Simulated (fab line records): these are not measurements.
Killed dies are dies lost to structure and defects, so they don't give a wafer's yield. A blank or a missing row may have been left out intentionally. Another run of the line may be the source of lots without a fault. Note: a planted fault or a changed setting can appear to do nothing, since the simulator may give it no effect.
A lot that was struck, set against a sound lot ; flow gf180mcu ; 14 out of 602 route steps
Sound: the wafers L960.1, L960.3, L960.5. Wafers struck: L966.1, L966.2, L966.4. The cause is given at the end.
Each step with rows lists, per side, the tool, then ch with its chambers, then its first start. Under that, the readings that differ: sound wafers ; struck wafers ; difference of the means ; sigmas: that difference in standard deviations of wafers without a fault.
alike: a reading whose means differ by less than 2 such deviations, as well as words and numbers matching on both sides. not compared: withheld readings; readings where some wafer has no value; bounds like >300 that might hide an equal value; numbers whose values overlap and for which the record gives no deviation.
A row with sigmas, a row that says differs or no value, or rows on one side alone: a step with any of these is where the two part. Non-overlapping numbers with no deviation appear without sigmas and do not part them. A reading missing from all wafers of one side parts the sides only when that side holds two or more wafers.

GF_V5_THK_MEAS_01:
  sound on film_metro-03, day 29 00:18; struck on film_metro-04, day 30 09:10
  alike: V5_CVD_00_THK
GF_V5_CVD_02: deposits SiO2 from TEOS, target thk 1450 nm, time 163.28 s.
  sound on pecvd-01 ch 0,1, day 29 00:22; struck on pecvd-02 ch 0,1, day 30 09:13
  alike: heater_power_w
GF_V5_THK_MEAS_03:
  sound on film_metro-02, day 29 00:28; struck on film_metro-04, day 30 09:20
  alike: V5_CVD_02_THK
GF_V5_CMP_04: polishes SiO2.
  sound on cmp-02 ch 0,1, day 29 00:31; struck on cmp-02 ch 0,1,3, day 30 09:23
  alike: motor_current_A, platen_rpm
GF_V5_BOW_MEAS_05:
  sound on film_metro-03, day 29 00:49; struck on film_metro-03, day 30 09:41
  alike: V5_BOW
then, 7 steps without rows for these wafers: GF_V5_DEHYDRATE_06 (time 60 s); GF_V5_HMDS_07 (prime time 60 s); GF_V5_COAT_08; GF_V5_COAT_09 (resist thk 1000 nm); GF_V5_SOFTBAKE_10 (time 60 s); GF_V5_EXPOSE_11 (exposes mask Via5, target cd 260 nm); GF_V5_PEB_12 (peb time 90 s).
GF_V5_DEVELOP_13: develop time 60 s.
  struck on litho_track-02, day 31 03:56; sound on litho_track-04 ch 0, day 29 19:17
  no value came back on the struck wafers for chill_plate_temp_C (C), develop_time_s (s); on the sound wafers chill_plate_temp_C (C) reads 22.98 22.80 23.13
reading;sound;struck;difference;sigmas
model.KrF_of_V5_COAT_09.thk_nm (nm);988.9 985.9 988.3;999.5 1000 1001;+12.5;
GF_V5_CD_MEAS_14 targets a cd of 260 nm.
  sound on cd_sem-02, day 29 19:26; struck on cd_sem-02, day 31 04:05
reading;sound;struck;difference;sigmas
cd_nm (nm);262.0 262.6 261.0;- - -;no value on the struck wafers;

== WHERE THEY PART ==
Last at GF_V5_CD_MEAS_14 as far as this record goes, first at GF_V5_DEVELOP_13.

WHY: what had been put in by the simulator
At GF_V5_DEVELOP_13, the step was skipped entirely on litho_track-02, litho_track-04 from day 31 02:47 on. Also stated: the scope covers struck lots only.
